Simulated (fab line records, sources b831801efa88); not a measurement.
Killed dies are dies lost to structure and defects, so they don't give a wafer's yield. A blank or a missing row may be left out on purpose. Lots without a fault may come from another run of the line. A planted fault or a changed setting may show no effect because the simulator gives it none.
Problem report in the 8D (eight disciplines) form, filled by code | flow sky130 | the parts of the form that need people (team, actions taken, sign-off) are left out

1. THE PROBLEM
cd_nm at SKY_SONOS_TUNNEL_CD_MEAS_07 reads a mean of 422.7 nm on 3 wafers of 3 lots; wafers without a fault read 409.7 nm with a standard deviation of 2.2. That is +5.9 standard deviations from the usual mean.
The step: target cd 410 nm.
First seen on wafer L813.3, day 16 06:03, on cd_sem-01. The record holds 42 wafers of 15 lots with a number at this step. Rule for "out", or "out of limits": more than 4 standard deviations from the usual mean. The other wafers with a number count as sound.

2. WHAT IT IS AND WHAT IT IS NOT
question                    | is                     | is not
which readings at this step | cd_nm                  | -
which lots                  | L813, L814, L817       | L800, L801, L802, L803, L805, L806, L808, L809, L810, L811, L820, L822
which wafers of those lots  | L813.3, L814.4, L817.4 | L813.6, L814.1, L817.1
read on which gauges        | cd_sem-01, cd_sem-02   | -
when                        | from day 16 06:03      | up to then (31 sound wafers); but 8 sound wafers of L814, L817, L820, L822 came after

3. SUSPECTS, AND WHAT RULES EACH OUT
Counting: a tool at a process step up to the reading stays a suspect if it ran every lot that is out. Sound lots after the first of them don't rule it out here, since some wafers of a struck lot are sound.
- the gauge at SKY_SONOS_TUNNEL_CD_MEAS_07: ruled out. The wafers that are out were read on 2 gauges (cd_sem-01, cd_sem-02).
- litho_track-02 at SKY_SONOS_TUNNEL_COAT_02 (resist thk 1140 nm): kept. It ran every lot that is out, first L813 (day 15 16:16); its last sound lot up to then is L811 (day 14 20:13).
Left after counting: litho_track-02 at SKY_SONOS_TUNNEL_COAT_02.

4. THE CAUSE (what the simulator had put in)
Process parameter drift: litho_track-02, from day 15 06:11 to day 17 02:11, at SKY_SONOS_TUNNEL_COAT_02. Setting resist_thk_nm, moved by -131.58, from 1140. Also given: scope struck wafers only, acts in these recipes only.
Counting left only this tool.

5. THE CHAIN OF EFFECTS, in route order
Each row: a reading whose mean over the struck wafers that have a number lies more than 3 standard deviations from the usual. Only readings for which the record gives a usual standard deviation are gone through. hours: the time from each lot's start at the first step in this table that gives one to its start at this step, as a median over the lots. sigmas: the change in usual standard deviations.
hours | step                        | reading | usual    | on struck wafers | change | sigmas
0     | SKY_SONOS_TUNNEL_CD_MEAS_07 | cd_nm   | 409.7 nm | 422.7            | +13.0  | +5.9
Later measuring or inspecting steps at which every struck wafer that the step has a row for has a number for every such reading, and none has moved that far: SKY_POLY_GATE_THK_MEAS_21, SKY_VIA1_BOW_MEAS_03.

6. WHAT WOULD HAVE CAUGHT IT SOONER
In this record the first reading out of limits at a measuring or inspecting step was taken at day 16 06:03, 24 hours after the fault began at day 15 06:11.
Of the lots that are out (3), L814, L817 began SKY_SONOS_TUNNEL_COAT_02 on litho_track-02 after day 16 06:03. A hold on the tool at that time would have spared those 2.
